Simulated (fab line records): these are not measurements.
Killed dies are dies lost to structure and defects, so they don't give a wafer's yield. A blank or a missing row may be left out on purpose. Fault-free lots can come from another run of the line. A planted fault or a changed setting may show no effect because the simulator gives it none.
Which tool is to blame? + flow sky130 + 21 wafers sampled from 7 lots at 1 step of a route of 708

## WHAT THE GAUGES READ, wafer by wafer
SKY_LDD_P_CD_MEAS_07: target cd 380 nm.
| lot  | measured     | on        | cd-nm (nm)        |
|------|--------------|-----------|-------------------|
| L113 | day 19 09:40 | cd-sem-01 | 386.4 382.2 384.0 |
| L118 | day 22 01:57 | cd-sem-01 | 380.5 378.1 378.8 |
| L119 | day 22 08:29 | cd-sem-02 | 379.7 383.1 381.6 |
| L125 | day 24 01:47 | cd-sem-02 | 378.5 378.0 379.2 |
| L129 | day 25 15:24 | cd-sem-01 | 382.4 381.8 380.9 |
| L131 | day 26 00:59 | cd-sem-02 | 380.3 384.1 383.3 |
| L134 | day 27 07:04 | cd-sem-01 | 380.8 381.7 378.7 |

## TOOL THAT RAN EACH LOT (tool first, then ch and the chambers of the sampled wafers, then the start)
Before these readings, the record contains no process step.

## THE ANSWER, worked out from the rows above alone
Rule: the lots themselves supply what counts as usual. Put in order of their means at a reading, lots are off if they are a third of the lots or fewer, leave a main group of 4 or more, and stand apart from it by a gap of 3 or more times the standard deviation of the main group's means; of several such gaps the widest counts. If all means in a main group match to the digits the tables above print for the reading, that group is not used. Also off: a lot with no number at a reading for which 4 or more lots have one. All remaining lots with rows at the step are treated as sound.
Nothing can be told from this: no lot is off at any reading shown.

## WHAT HAD BEEN PUT IN BY THE SIMULATOR
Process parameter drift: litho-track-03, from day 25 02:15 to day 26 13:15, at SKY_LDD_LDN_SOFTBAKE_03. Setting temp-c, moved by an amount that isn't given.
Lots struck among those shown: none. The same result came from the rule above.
